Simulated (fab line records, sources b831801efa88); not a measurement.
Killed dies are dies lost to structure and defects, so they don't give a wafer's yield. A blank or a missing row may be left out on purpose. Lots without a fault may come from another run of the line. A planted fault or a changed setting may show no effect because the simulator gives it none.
fab line records | flow sky130
record lots=13 wafers=39 last_day=50
route steps=708 shown FIELD_ISO@25 NWELL@34 VT_ADJUST_HVTP@92 VT_ADJUST_LVTN@107 PAD_OPEN@708
lots that met no fault: from a run of the same line without faults
start_h: hours from the record's first day to the start of the lot's first wafer shown | wait_h: hours since the lot's step before | " the same as in the row above | L1.1+2: a row that stands for several wafers | - no value, or no start given | * or withheld: withheld | < > ~ a bound
route shown NAME@n: a module of which the file shows steps, and the number in the route of the first | usual: mean/standard deviation of fault-free wafers | same: alike in all rows | chamber/n: place in a boat | sites: the reading at each site | _std_site: their standard deviation | _edge_site: outer sites' mean less inner sites' | radius_mm: how far each site lies from the wafer's centre | mask NAME#n: copy n | behind: the tool/chamber that last shaped the wafer | hold: why the lot was held/for how many hours/how that ended | device: the transistor (n, p or np) that didn't switch | end of line: the same wafers' tests at the end of the route | a step without rows: its recipe alone | killed: dies lost to structure and defects at the first sort, not the wafer's yield | map: a wafer's dies, x killed, . not, _ none there
set.NAME: the setting as run; set.NAME@STEP: as run at that earlier step | model.NAME: the simulator's own value behind a step, which no gauge read
steps of the route over a sample of lots; a table a step, a row a wafer
services: from which hour (start_h, from the record's first day; less than 0 if before it) a tool's chamber was out of use, for how many hours, and why
## steps
# step SKY_FIELD_ISO_CVD_24
# recipe material=SiO2 target_thk_nm=595 temp_c=650 sigma_open_frac=0.3 time_s=99.2 sih4_flow_sccm=60 pressure_mtorr=6
# columns lot.wafer tool chamber start_h wait_h
L139.1+3+5 hdpcvd-01 0,1,1 30.31 0.1
L140.4+5+6 hdpcvd-02 2,0,1 37.05 0.1
L141.2+4+5 hdpcvd-01 2,0,1 41.30 0.0
L146.1+5+6 hdpcvd-01 1,1,2 68.92 0.1
L148.1+3+5 hdpcvd-01 0,2,2 81.64 0.1
L149.3+5+6 hdpcvd-02 0,0,2 84.16 0.0
L150.3+4+6 hdpcvd-02 2,0,2 91.19 0.0
L151.1+3+4 hdpcvd-01 1,0,1 96.72 0.1
L153.1+2+4 hdpcvd-01 1,0,2 105.76 0.1
L158.1+5+6 hdpcvd-01 0,2,1 130.87 0.1
L159.3+4+5 hdpcvd-01 2,0,0 137.83 0.1
L160.1+3+6 hdpcvd-01 1,0,1 150.42 0.1
L162.1+2+3 hdpcvd-01 2,1,0 150.56 0.2
# step SKY_FIELD_ISO_THK_MEAS_25
# recipe reads=SiO2_of_FIELD_ISO_CVD_24
# usual FIELD_ISO_CVD_24_THK=595/6.4
# columns lot.wafer tool chamber start_h wait_h FIELD_ISO_CVD_24_THK[nm]
L139.1 film_metro-01 - 30.38 0.0 589
L139.3 " - " " 598
L139.5 " - " " 587
L140.4 film_metro-03 - 37.11 0.0 592
L140.5 " - " " 589
L140.6 " - " " 578
L141.2 film_metro-03 - 41.39 0.0 597
L141.4 " - " " 593
L141.5 " - " " 605
L146.1 film_metro-01 - 68.99 0.0 602
L146.5 " - " " 601
L146.6 " - " " 599
L148.1 film_metro-03 - 81.71 0.0 591
L148.3 " - " " 595
L148.5 " - " " 601
L149.3 film_metro-03 - 84.25 0.1 370
L149.5 " - " " 358
L149.6 " - " " 346
L150.3 film_metro-04 - 91.28 0.1 352
L150.4 " - " " 364
L150.6 " - " " 349
L151.1 film_metro-03 - 96.79 0.0 586
L151.3 " - " " 589
L151.4 " - " " 600
L153.1 film_metro-04 - 105.83 0.0 595
L153.2 " - " " 597
L153.4 " - " " 594
L158.1 film_metro-04 - 130.94 0.0 593
L158.5 " - " " 590
L158.6 " - " " 599
L159.3 film_metro-03 - 137.92 0.1 586
L159.4 " - " " 595
L159.5 " - " " 600
L160.1 film_metro-04 - 150.49 0.0 603
L160.3 " - " " 590
L160.6 " - " " 605
L162.1 film_metro-04 - 150.63 0.0 596
L162.2 " - " " 600
L162.3 " - " " 590
# step SKY_FIELD_ISO_CMP_27
# recipe stop_on=Si3N4 t_overpolish_s=16 down_force_psi=4 platen_rpm=60 target_thk_nm=457.8 pad_velocity_m_s=0.94248
# usual motor_current_A=11.3/1.1 time_to_endpoint_s=113/5.4
# columns lot.wafer tool chamber start_h wait_h motor_current_A time_to_endpoint_s
L139.3 cmp-01 3 31.94 0.0 11.0 110
L139.1 " 0 " " 11.5 106
L139.5 " 0 " " 11.2 107
L140.4 cmp-01 2 39.93 0.1 11.3 123
L140.5 " 1 " " 9.7 111
L140.6 " 2 " " 12.1 120
L141.4 cmp-01 0 44.31 0.1 11.4 110
L141.2 " 1 " " 9.1 110
L141.5 " 3 " " 10.9 114
L146.1 cmp-01 2 74.92 0.1 12.0 123
L146.5 " 0 " " 11.4 113
L146.6 " 1 " " 9.6 109
L148.1 cmp-01 3 85.65 0.1 11.1 107
L148.3 " 0 " " 11.6 109
L148.5 " 3 " " 11.2 111
L149.3 cmp-02 0 87.15 0.1 13.6 76
L149.5 " 3 " " 11.5 68
L149.6 " 0 " " 13.1 66
L150.4 cmp-01 3 93.13 0.0 11.4 66
L150.3 " 0 " " 11.5 64
L150.6 " 0 " " 11.2 65
L151.1 cmp-02 3 98.84 0.0 11.5 112
L151.4 " 1 " " 11.4 117
L151.3 " 2 " " 9.8 116
L153.2 cmp-01 0 108.71 0.0 11.7 113
L153.4 " 1 " " 9.4 110
L153.1 " 2 " " 12.3 120
L158.1 cmp-02 3 135.26 0.1 11.7 112
L158.6 " 2 " " 10.0 117
L158.5 " 3 " " 11.3 108
L159.4 cmp-01 2 145.13 0.1 12.3 116
L159.3 " 0 " " 11.5 107
L159.5 " 1 " " 9.6 104
L160.1 cmp-01 2 160.46 0.0 11.6 123
L160.3 " 1 " " 9.5 106
L160.6 " 2 " " 12.5 124
L162.3 cmp-01 3 160.76 0.3 11.8 103
L162.1 " 0 " " 11.1 107
L162.2 " 2 " " 12.5 114
# step SKY_NWELL_THK_MEAS_02
# recipe reads=SiO2_of_NWELL_OXIDATION_01
# usual NWELL_OXIDATION_THK=9.99/0.16
# columns lot.wafer tool chamber start_h wait_h NWELL_OXIDATION_THK[nm]
L139.1 film_metro-02 - 34.25 0.0 10.12
L139.3 " - " " 10.09
L139.5 " - " " 10.04
L140.4 film_metro-03 - 42.80 0.0 10.16
L140.5 " - " " 10.21
L140.6 " - " " 10.06
L141.2 film_metro-02 - 47.15 0.0 10.07
L141.4 " - " " 9.95
L141.5 " - " " 10.23
L146.1 film_metro-02 - 78.64 0.0 9.83
L146.5 " - " " 9.91
L146.6 " - " " 9.87
L148.1 film_metro-02 - 88.61 0.0 9.76
L148.3 " - " " 9.84
L148.5 " - " " 9.93
L151.1 film_metro-02 - 101.14 0.0 9.92
L151.3 " - " " 9.80
L151.4 " - " " 10.05
L153.1 film_metro-03 - 111.04 0.0 9.88
L153.2 " - " " 10.14
L153.4 " - " " 9.88
L158.1 film_metro-02 - 142.17 0.0 9.91
L158.5 " - " " 10.13
L158.6 " - " " 10.20
L159.3 film_metro-03 - 156.21 0.0 10.27
L159.4 " - " " 10.11
L159.5 " - " " 10.12
L160.1 film_metro-03 - 168.54 0.0 10.05
L160.3 " - " " 9.97
L160.6 " - " " 9.91
L162.1 film_metro-02 - 168.54 0.0 9.94
L162.2 " - " " 9.77
L162.3 " - " " 9.94
# step SKY_VT_ADJUST_HVTP_CD_MEAS_07
# recipe target_cd_nm=380
# usual cd_nm=380.4/2.9
# columns lot.wafer tool chamber start_h wait_h cd_nm
L139.1 cd_sem-01 - 115.34 0.1 375.8
L139.3 " - " " 376.5
L139.5 " - " " 378.2
L140.4 cd_sem-01 - 127.97 0.1 376.5
L140.5 " - " " 376.3
L140.6 " - " " 378.1
L141.2 cd_sem-02 - 131.98 0.1 379.9
L141.4 " - " " 381.5
L141.5 " - " " 380.1
L146.1 cd_sem-02 - 170.89 0.1 375.7
L146.5 " - " " 377.4
L146.6 " - " " 375.6
L148.1 cd_sem-01 - 182.01 0.1 382.5
L148.3 " - " " 381.2
L148.5 " - " " 381.0
L151.1 cd_sem-02 - 196.06 0.1 380.8
L151.3 " - " " 379.5
L151.4 " - " " 380.4
L153.1 cd_sem-01 - 208.69 0.1 377.7
L153.2 " - " " 378.1
L153.4 " - " " 378.1
L158.1 cd_sem-01 - 245.26 0.1 383.1
L158.5 " - " " 381.1
L158.6 " - " " 380.8
L159.3 cd_sem-02 - 264.48 0.1 384.9
L159.4 " - " " 384.8
L159.5 " - " " 384.7
L160.1 cd_sem-01 - 280.11 0.1 381.5
L160.3 " - " " 384.7
L160.6 " - " " 383.2
L162.1 cd_sem-01 - 280.46 0.2 385.4
L162.2 " - " " 384.0
L162.3 " - " " 383.0
# step SKY_VT_ADJUST_LVTN_TW_MEAS_10
# usual VT_ADJUST_LVTN_TW=242.0/0.86
# columns lot.wafer tool chamber start_h wait_h VT_ADJUST_LVTN_TW
L139.1 film_metro-02 - 134.22 0.1 243.4
L139.3 " - " " 244.0
L139.5 " - " " 243.2
L140.4 film_metro-04 - 146.63 0.1 243.1
L140.5 " - " " 242.1
L140.6 " - " " 242.1
L141.2 film_metro-02 - 151.94 0.2 240.7
L141.4 " - " " 241.6
L141.5 " - " " 240.7
L146.1 film_metro-02 - 191.86 0.1 243.1
L146.5 " - " " 241.7
L146.6 " - " " 242.7
L148.1 film_metro-04 - 203.71 0.1 243.0
L148.3 " - " " 241.2
L148.5 " - " " 241.0
L151.1 film_metro-04 - 219.16 0.1 241.6
L151.3 " - " " 244.0
L151.4 " - " " 240.9
L153.1 film_metro-02 - 231.27 0.1 241.4
L153.2 " - " " 242.2
L153.4 " - " " 241.6
L158.1 film_metro-03 - 269.92 0.1 241.3
L158.5 " - " " 240.5
L158.6 " - " " 239.7
L159.3 film_metro-02 - 290.17 0.1 241.6
L159.4 " - " " 242.1
L159.5 " - " " 240.7
L160.1 film_metro-04 - 303.72 0.1 241.9
L160.3 " - " " 242.7
L160.6 " - " " 241.7
L162.1 film_metro-04 - 305.01 0.1 241.2
L162.2 " - " " 243.0
L162.3 " - " " 243.6
# step SKY_PAD_OPEN_PROBE_99
# usual killed_at_M0_to_M3=43/6.6 killed_at_M4_up=3.1/1.6 killed_at_contacts=23/5.6 killed_at_front_end=15/4.2 killed_at_other=0.2/0.43 killed_dies=85/9.3 killed_on_rim=17/3.6 killed_open=46/6.6 killed_short=39/6.2
# same gross_dies=492 killed_at_back_side=0
# columns lot.wafer tool chamber start_h wait_h killed_at_M0_to_M3 killed_at_M4_up killed_at_contacts killed_at_front_end killed_at_other killed_dies killed_on_rim killed_open killed_short
L149.3 prober-02 - 1131.12 0.2 56 5 14 417 0 492 96 45 46
L149.5 prober-02 - 1131.22 0.2 44 5 25 418 0 492 96 47 34
L149.6 prober-02 - 1131.27 0.2 52 4 23 413 0 492 96 62 32
L150.3 prober-02 - 1133.06 0.2 49 2 19 422 0 492 96 37 43
L150.4 prober-02 - 1133.11 0.2 36 5 34 417 0 492 96 51 40
L150.6 prober-02 - 1133.21 0.2 38 3 29 422 0 492 96 38 42
L151.1 prober-01 - 1141.25 0.1 42 1 23 9 1 76 12 44 32
L151.3 prober-01 - 1141.35 0.2 45 4 31 21 0 101 21 57 44
L151.4 prober-01 - 1141.40 0.2 23 1 23 21 0 68 13 40 28
# killed by level:class
L149.3 FIELD_ISO:area_cvd=401 VIA1:geometric_particle:open=10 VIA1:geometric_particle:short=9 METAL1:geometric_particle:short=8 VIA2:geometric_particle:open=7 VIA3:geometric_particle:open=7 VIA3:geometric_particle:short=6 POLY_GATE:geometric_particle:short=5
L149.5 FIELD_ISO:area_cvd=411 CONTACT:geometric_particle:open=11 VIA1:geometric_particle:open=10 LI_CONTACT:geometric_particle:open=9 VIA2:geometric_particle:open=8 VIA1:geometric_particle:short=5 METAL4:geometric_particle:short=5 VIA3:geometric_particle:open=5
L149.6 FIELD_ISO:area_cvd=398 VIA1:geometric_particle:open=18 VIA2:geometric_particle:open=12 CONTACT:geometric_particle:open=9 LI_CONTACT:geometric_particle:open=8 FIELD_ISO:geometric_particle:open=5 METAL2:geometric_particle:short=5 FIELD_ISO:geometric_particle:short=4
L150.3 FIELD_ISO:area_cvd=412 METAL2:geometric_particle:short=13 METAL1:geometric_particle:short=10 VIA3:geometric_particle:open=7 CONTACT:geometric_particle:open=6 LOCAL_INTERCONNECT:geometric_particle:open=5 VIA1:geometric_particle:short=4 VIA1:geometric_particle:open=4
L150.4 FIELD_ISO:area_cvd=401 CONTACT:geometric_particle:open=12 VIA1:geometric_particle:open=10 VIA2:geometric_particle:open=9 LI_CONTACT:geometric_particle:short=7 LI_CONTACT:geometric_particle:open=7 VIA3:geometric_particle:open=5 METAL4:geometric_particle:short=5
L150.6 FIELD_ISO:area_cvd=412 CONTACT:geometric_particle:open=15 METAL2:geometric_particle:short=11 METAL1:geometric_particle:short=7 VIA1:geometric_particle:open=7 CONTACT:geometric_particle:short=5 FIELD_ISO:geometric_particle:short=4 LOCAL_INTERCONNECT:geometric_particle:short=4
L151.1 VIA1:geometric_particle:open=12 CONTACT:geometric_particle:open=7 FIELD_ISO:geometric_particle:short=5 METAL2:geometric_particle:short=5 LI_CONTACT:geometric_particle:open=5 CONTACT:geometric_particle:short=4 VIA1:geometric_particle:short=4 VIA2:geometric_particle:open=4
L151.3 CONTACT:geometric_particle:open=15 VIA1:geometric_particle:open=11 CONTACT:geometric_particle:short=7 VIA2:geometric_particle:open=7 VIA1:geometric_particle:short=6 METAL3:geometric_particle:short=5 LOCAL_INTERCONNECT:geometric_particle:short=5 VIA3:geometric_particle:open=5
L151.4 CONTACT:geometric_particle:open=8 LI_CONTACT:geometric_particle:open=7 VIA1:geometric_particle:open=6 FIELD_ISO:geometric_particle:short=5 FIELD_ISO:geometric_particle:open=5 POLY_GATE:geometric_particle:short=4 VIA3:geometric_particle:short=4 VIA1:geometric_particle:short=4
## services
# columns tool chamber start_h hours kind
cmp-02 - 29.13 10.2 repair
hdpcvd-02 0 30.20 5.6 repair
cmp-02 - 39.30 12.7 pm
cmp-01 - 64.00 4.0 pm
cmp-01 - 64.68 1.9 repair
hdpcvd-02 - 66.75 15.0 pm
hdpcvd-02 0 66.75 15.0 vent_cycle
hdpcvd-02 1 66.75 15.0 vent_cycle
hdpcvd-02 2 66.75 15.0 vent_cycle
cmp-01 - 68.00 - consumable_replace:conditioner
cmp-01 - 68.00 - consumable_replace:pad
cmp-01 - 68.00 3.3 pm
hdpcvd-02 2 73.05 4.3 repair
cmp-02 - 74.97 1.2 repair
hdpcvd-02 0 81.75 - clean
hdpcvd-02 1 81.75 - clean
hdpcvd-02 2 81.75 - clean
hdpcvd-01 1 131.02 12.7 repair
hdpcvd-02 0 138.42 3.0 repair
hdpcvd-02 - 147.34 14.6 pm
cmp-02 - 150.00 5.1 pm
## key
first_sign step=SKY_FIELD_ISO_THK_MEAS_25 reading=FIELD_ISO_CVD_24_THK direction=down sigmas=37 usual=595 struck=357
effect step=SKY_FIELD_ISO_CMP_27 reading=time_to_endpoint_s direction=down sigmas=8.4 usual=* struck=*
effect step=SKY_PAD_OPEN_PROBE_99 reading=killed_at_front_end direction=up sigmas=95 usual=15 struck=418
more_kills_born_at SKY_FIELD_ISO_CVD_24@hdpcvd-02=2435
met_at SKY_FIELD_ISO_CVD_24
struck_lots L149,L150
later_rows_left_out L149.3,L149.5,L149.6,L150.3,L150.4,L150.6
tester_left_out L149,L150
not_acting_at SKY_NWELL_THK_MEAS_02,SKY_VT_ADJUST_HVTP_CD_MEAS_07,SKY_VT_ADJUST_LVTN_TW_MEAS_10
onset_between 37.05 84.16
fault kind=process_parameter_drift tool=hdpcvd-02 chamber=- onset_h=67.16 steps=SKY_FIELD_ISO_CVD_24 channel=target_thk_nm offset=-240.1 shape=step end_h=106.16 acts_in=these_recipes_only stated=595
# tester_left_out: of these lots the tester's yield and bins aren't shown, on N5 and GAA mostly nor the transistor test; their killed dies are dies lost to structure and defects alone, not to doping, threshold or leakage, so they don't give the yield
# later_rows_left_out: the simulator's readings of these wafers behind a module that went badly wrong aren't trusted and aren't shown, but for the sort
